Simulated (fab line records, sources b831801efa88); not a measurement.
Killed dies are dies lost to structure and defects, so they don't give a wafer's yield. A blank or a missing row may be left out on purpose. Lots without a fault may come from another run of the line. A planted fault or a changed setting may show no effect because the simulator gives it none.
Chamber matching | flow sky130 | SKY_VIA2_ETCH_15 on rie_diel-01: 4 sister chambers
The step etches SiO2 in C4F8/O2/Ar, stops on TiN, target depth 546 nm, time 84 s. 4 wafers are shown with their chamber, then 6 later ones without.

WAFERS WITH THEIR CHAMBER
wafer  | chamber | oes_product_au (a.u.)
L717.2 | 2       | 0.942
L719.3 | 1       | 0.941
L721.1 | 0       | 0.936
L721.3 | 3       | 0.941

WAFERS WITHOUT THEIR CHAMBER
wafer  | oes_product_au (a.u.)
L721.6 | 0.941
L723.1 | 0.936
L723.5 | 0.936
L723.6 | 0.940
L724.2 | 0.939
L724.5 | 0.944

WHICH CHAMBER EACH WENT THROUGH
wafer  | from the rows above               | in truth
L721.6 | can't be placed: 1 or 3 or 2      | 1
L723.1 | 0                                 | 0
L723.5 | 0                                 | 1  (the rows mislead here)
L723.6 | can't be placed: 1 or 3 or 2      | 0
L724.2 | can't be placed: 1 or 3 or 0 or 2 | 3
L724.5 | can't be placed: 2 or 1 or 3      | 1
Placed correctly: 1 of 6. Can't be placed from these rows: 4 (the true chamber is among the candidates in 3). Placed wrongly: 1.
How it was worked out, from the rows above alone: a wafer's distance from a chamber is the root of the sum, over the readings, of the square of ((its reading less the chamber's mean) divided by the reading's scatter). The wafer belongs to the nearest chamber; if the next one is less than 2 further off, it can't be placed. A chamber's mean is the mean of its shown wafers. The scatter: with one shown wafer a chamber, the root of the mean of the squares of how far each hidden wafer lies from its nearest shown one.
